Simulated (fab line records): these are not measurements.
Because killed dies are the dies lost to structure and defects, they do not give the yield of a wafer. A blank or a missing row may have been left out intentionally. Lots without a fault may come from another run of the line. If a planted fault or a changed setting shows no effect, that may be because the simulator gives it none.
Which tool is to blame? :: flow gf180mcu :: 13 lots, 39 wafers sampled, at 6 steps of a route of 602

WHAT EACH GAUGE READ, for each wafer
GF_STI_THK_MEAS_24. Usual: STI_CVD_23_THK typically reads 621 nm, with standard deviation 5.9.
lot: L832
measured: day 2 04:57
on: film_metro-01
STI_CVD_23_THK (nm): 611 615 623
flag: 

lot: L834
measured: day 2 14:26
on: film_metro-01
STI_CVD_23_THK (nm): 631 622 619
flag: 

lot: L835
measured: day 2 19:02
on: film_metro-01
STI_CVD_23_THK (nm): 620 624 624
flag: 

lot: L838
measured: day 3 09:47
on: film_metro-04
STI_CVD_23_THK (nm): 618 613 613
flag: 

lot: L839
measured: day 3 16:24
on: film_metro-04
STI_CVD_23_THK (nm): 634 618 629
flag: 

lot: L840
measured: day 3 22:44
on: film_metro-02
STI_CVD_23_THK (nm): 621 621 614
flag: 

lot: L841
measured: day 4 01:20
on: film_metro-02
STI_CVD_23_THK (nm): 623 621 624
flag: 

lot: L844
measured: day 4 17:38
on: film_metro-02
STI_CVD_23_THK (nm): 623 622 624
flag: 

lot: L849
measured: day 5 21:10
on: film_metro-04
STI_CVD_23_THK (nm): 615 615 615
flag: 

lot: L851
measured: day 6 06:19
on: film_metro-02
STI_CVD_23_THK (nm): 615 616 614
flag: 

lot: L852
measured: day 6 13:04
on: film_metro-01
STI_CVD_23_THK (nm): 621 616 615
flag: 

lot: L854
measured: day 7 00:20
on: film_metro-01
STI_CVD_23_THK (nm): 613 620 613
flag: 

lot: L855
measured: day 7 07:17
on: film_metro-04
STI_CVD_23_THK (nm): 620 611 612
flag: 

GF_NWELL_OVL_MEAS_07. Usual: NWELL_OVL typically reads -1.0 nm, with standard deviation 1.4.
lot: L832
measured: day 3 08:08
on: overlay-02
NWELL_OVL (nm): 0.7 -1.1 0.1
flag: 

lot: L834
measured: day 3 18:59
on: overlay-02
NWELL_OVL (nm): 0.9 0.0 -0.7
flag: 

lot: L835
measured: day 3 23:32
on: overlay-02
NWELL_OVL (nm): -1.1 -0.5 -2.2
flag: 

lot: L838
measured: day 4 15:48
on: overlay-01
NWELL_OVL (nm): -1.8 -2.3 -2.8
flag: 

lot: L839
measured: day 4 21:50
on: overlay-02
NWELL_OVL (nm): -0.5 1.0 0.8
flag: 

lot: L840
measured: day 5 04:14
on: overlay-01
NWELL_OVL (nm): -0.9 -0.3 0.4
flag: 

lot: L841
measured: day 5 06:53
on: overlay-02
NWELL_OVL (nm): 1.2 1.0 -0.3
flag: 

lot: L844
measured: day 6 00:49
on: overlay-01
NWELL_OVL (nm): -0.5 1.2 -0.7
flag: 

lot: L849
measured: day 7 06:20
on: overlay-01
NWELL_OVL (nm): -3.5 -2.9 -1.0
flag: 

lot: L851
measured: day 7 17:56
on: overlay-01
NWELL_OVL (nm): 0.9 -1.9 -1.6
flag: 

lot: L852
measured: day 8 03:26
on: overlay-01
NWELL_OVL (nm): -4.3 -3.3 -1.7
flag: 

lot: L854
measured: day 8 14:42
on: overlay-01
NWELL_OVL (nm): 2.0 1.8 0.9
flag: 

lot: L855
measured: day 8 19:11
on: overlay-01
NWELL_OVL (nm): 1.4 1.3 1.1
flag: 

GF_MVPSD_TW_MEAS_11. Usual: MVPSD_TW typically reads 554, with standard deviation 4.8.
lot: L832
measured: day 5 00:46
on: film_metro-03
MVPSD_TW: 558 554 556
flag: 

lot: L834
measured: day 5 13:48
on: film_metro-01
MVPSD_TW: 552 551 553
flag: 

lot: L835
measured: day 5 16:14
on: film_metro-03
MVPSD_TW: 558 558 559
flag: 

lot: L838
measured: day 6 11:34
on: film_metro-03
MVPSD_TW: 557 560 560
flag: 

lot: L839
measured: day 6 17:41
on: film_metro-04
MVPSD_TW: 546 547 546
flag: 

lot: L840
measured: day 7 00:08
on: film_metro-03
MVPSD_TW: 559 560 562
flag: 

lot: L841
measured: day 7 08:38
on: film_metro-03
MVPSD_TW: 445 446 448
flag: OFF

lot: L844
measured: day 7 22:07
on: film_metro-01
MVPSD_TW: 443 441 441
flag: OFF

lot: L849
measured: day 9 06:20
on: film_metro-04
MVPSD_TW: 550 548 548
flag: 

lot: L851
measured: day 9 19:42
on: film_metro-04
MVPSD_TW: 550 546 550
flag: 

lot: L852
measured: day 10 06:49
on: film_metro-04
MVPSD_TW: 550 547 548
flag: 

lot: L854
measured: day 10 17:13
on: film_metro-01
MVPSD_TW: 555 551 550
flag: 

lot: L855
measured: day 11 00:55
on: film_metro-03
MVPSD_TW: 558 559 559
flag: 

GF_VT_IMPLANT_OVL_MEAS_18. Usual: VT_IMPLANT_01_OVL typically reads -0.7 nm, with standard deviation 1.2.
lot: L832
measured: day 6 04:41
on: overlay-02
VT_IMPLANT_01_OVL (nm): -0.1 -2.4 -0.9
flag: 

lot: L834
measured: day 6 18:10
on: overlay-01
VT_IMPLANT_01_OVL (nm): -0.2 0.6 -1.5
flag: 

lot: L835
measured: day 6 20:21
on: overlay-02
VT_IMPLANT_01_OVL (nm): -0.7 -2.1 -0.6
flag: 

lot: L838
measured: day 7 17:09
on: overlay-02
VT_IMPLANT_01_OVL (nm): -0.3 1.0 -1.2
flag: 

lot: L839
measured: day 7 23:35
on: overlay-02
VT_IMPLANT_01_OVL (nm): 0.0 -0.8 -0.1
flag: 

lot: L840
measured: day 8 06:17
on: overlay-01
VT_IMPLANT_01_OVL (nm): -2.0 -3.3 -0.4
flag: 

lot: L841
measured: day 8 16:32
on: overlay-02
VT_IMPLANT_01_OVL (nm): -1.0 -0.6 -0.4
flag: 

lot: L844
measured: day 9 05:17
on: overlay-02
VT_IMPLANT_01_OVL (nm): -1.2 0.4 -0.5
flag: 

lot: L849
measured: day 10 16:47
on: overlay-02
VT_IMPLANT_01_OVL (nm): 0.1 0.2 0.3
flag: 

lot: L851
measured: day 11 06:26
on: overlay-01
VT_IMPLANT_01_OVL (nm): -0.9 2.0 0.0
flag: 

lot: L852
measured: day 11 18:53
on: overlay-01
VT_IMPLANT_01_OVL (nm): -2.1 -3.0 -0.5
flag: 

lot: L854
measured: day 12 05:50
on: overlay-01
VT_IMPLANT_01_OVL (nm): -1.9 0.3 0.1
flag: 

lot: L855
measured: day 12 13:56
on: overlay-01
VT_IMPLANT_01_OVL (nm): -0.5 -0.7 0.0
flag: 

GF_VT_IMPLANT_RS_MEAS_49: measurement is done with a four-point probe. Usual: MVPSD_RS typically reads 1170.3 ohm/sq, with standard deviation 2.9.
lot: L832
measured: day 7 11:26
on: film_metro-03
MVPSD_RS (ohm/sq): 1175.0 1174.6 1175.2
flag: 

lot: L834
measured: day 8 02:01
on: film_metro-03
MVPSD_RS (ohm/sq): 1168.9 1169.5 1172.6
flag: 

lot: L835
measured: day 8 03:11
on: film_metro-04
MVPSD_RS (ohm/sq): 1170.0 1168.8 1164.2
flag: 

lot: L838
measured: day 9 01:01
on: film_metro-04
MVPSD_RS (ohm/sq): 1168.7 1166.6 1167.7
flag: 

lot: L839
measured: day 9 09:08
on: film_metro-03
MVPSD_RS (ohm/sq): 1174.0 1170.5 1180.4
flag: 

lot: L840
measured: day 9 16:40
on: film_metro-01
MVPSD_RS (ohm/sq): 1173.3 1169.7 1171.2
flag: 

lot: L841
measured: day 10 02:37
on: film_metro-04
MVPSD_RS (ohm/sq): 1848.7 1850.5 1845.8
flag: OFF

lot: L844
measured: day 10 17:31
on: film_metro-04
MVPSD_RS (ohm/sq): 1845.0 1852.4 1849.7
flag: OFF

lot: L849
measured: day 12 06:28
on: film_metro-01
MVPSD_RS (ohm/sq): 1172.4 1172.3 1172.7
flag: 

lot: L851
measured: day 12 20:42
on: film_metro-04
MVPSD_RS (ohm/sq): 1169.5 1169.4 1167.9
flag: 

lot: L852
measured: day 13 10:01
on: film_metro-03
MVPSD_RS (ohm/sq): 1171.2 1169.5 1169.6
flag: 

lot: L854
measured: day 13 22:40
on: film_metro-04
MVPSD_RS (ohm/sq): 1170.3 1169.4 1172.0
flag: 

lot: L855
measured: day 14 08:04
on: film_metro-03
MVPSD_RS (ohm/sq): 1173.1 1171.0 1171.7
flag: 

TOOL THAT RAN EACH LOT (tool first, then ch and the chambers of the sampled wafers, then the start)
lot: L832
GF_MVPSD_IMPLANT_08: implanter-03 ch 0, day 5 00:22

lot: L834
GF_MVPSD_IMPLANT_08: implanter-03 ch 0, day 5 13:25

lot: L835
GF_MVPSD_IMPLANT_08: implanter-02 ch 0, day 5 15:50

lot: L838
GF_MVPSD_IMPLANT_08: implanter-03 ch 0, day 6 11:10

lot: L839
GF_MVPSD_IMPLANT_08: implanter-03 ch 0, day 6 17:17

lot: L840
GF_MVPSD_IMPLANT_08: implanter-02 ch 0, day 6 23:46

lot: L841
GF_MVPSD_IMPLANT_08: implanter-03 ch 0, day 7 08:14

lot: L844
GF_MVPSD_IMPLANT_08: implanter-03 ch 0, day 7 21:44

lot: L849
GF_MVPSD_IMPLANT_08: implanter-02 ch 0, day 9 05:56

lot: L851
GF_MVPSD_IMPLANT_08: implanter-02 ch 0, day 9 19:19

lot: L852
GF_MVPSD_IMPLANT_08: implanter-03 ch 0, day 10 06:25

lot: L854
GF_MVPSD_IMPLANT_08: implanter-02 ch 0, day 10 16:49

lot: L855
GF_MVPSD_IMPLANT_08: implanter-02 ch 0, day 11 00:31
- GF_MVPSD_IMPLANT_08

AS READ BY THE TOOLS THEMSELVES (means over the sampled wafers that have a number; for cases with no such wafer, the mark the record gives instead)
GF_MVPSD_IMPLANT_08. Usual: dose_ions_cm2 1.4999e+13, standard deviation 1.6e+10; faraday_current_uA 84.5, standard deviation 1.6.
lot: L832
tool: implanter-03
dose_ions_cm2: 1.5015e+13
faraday_current_uA: 84.4
flag: 

lot: L834
tool: implanter-03
dose_ions_cm2: 1.5000e+13
faraday_current_uA: 83.6
flag: 

lot: L835
tool: implanter-02
dose_ions_cm2: 1.5008e+13
faraday_current_uA: 84.5
flag: 

lot: L838
tool: implanter-03
dose_ions_cm2: 1.4989e+13
faraday_current_uA: 85.0
flag: 

lot: L839
tool: implanter-03
dose_ions_cm2: 1.4999e+13
faraday_current_uA: 86.4
flag: 

lot: L840
tool: implanter-02
dose_ions_cm2: 1.4995e+13
faraday_current_uA: 82.6
flag: 

lot: L841
tool: implanter-03
dose_ions_cm2: 5.6970e+12
faraday_current_uA: 31.9
flag: OFF

lot: L844
tool: implanter-03
dose_ions_cm2: 5.6860e+12
faraday_current_uA: 32.5
flag: OFF

lot: L849
tool: implanter-02
dose_ions_cm2: 1.4987e+13
faraday_current_uA: 85.1
flag: 

lot: L851
tool: implanter-02
dose_ions_cm2: 1.4983e+13
faraday_current_uA: 83.9
flag: 

lot: L852
tool: implanter-03
dose_ions_cm2: 1.4996e+13
faraday_current_uA: 85.1
flag: 

lot: L854
tool: implanter-02
dose_ions_cm2: 1.4992e+13
faraday_current_uA: 84.3
flag: 

lot: L855
tool: implanter-02
dose_ions_cm2: 1.5003e+13
faraday_current_uA: 83.2
flag: 

THE ANSWER, worked out from the rows above alone
Rule: lot off if the mean of its wafers having a number is beyond 3 standard deviations from the usual mean. Also off: a lot with no number at a reading for which 4 or more lots have one. Any other lot the step has rows for is counted as sound. Order of review: gauges by route order, followed by the tools' own readings, for which a lot's mean as printed above is used. The first step at which some lot is off is used, and at that step the reading that is off furthest; a lot without a number counts as furthest.
Off: L841, L844, at GF_MVPSD_TW_MEAS_11 (MVPSD_TW).
A tool fits if, at a process step before that reading, it ran every lot that is off, and no sound lot after the first of them. Not tried: the gauges at GF_MVPSD_TW_MEAS_11; whatever is off there is also off at GF_VT_IMPLANT_RS_MEAS_49, on other tools, and gauge error can't account for it. Not one of the candidates tried fits.

WHAT THE SIMULATOR HAD PUT IN
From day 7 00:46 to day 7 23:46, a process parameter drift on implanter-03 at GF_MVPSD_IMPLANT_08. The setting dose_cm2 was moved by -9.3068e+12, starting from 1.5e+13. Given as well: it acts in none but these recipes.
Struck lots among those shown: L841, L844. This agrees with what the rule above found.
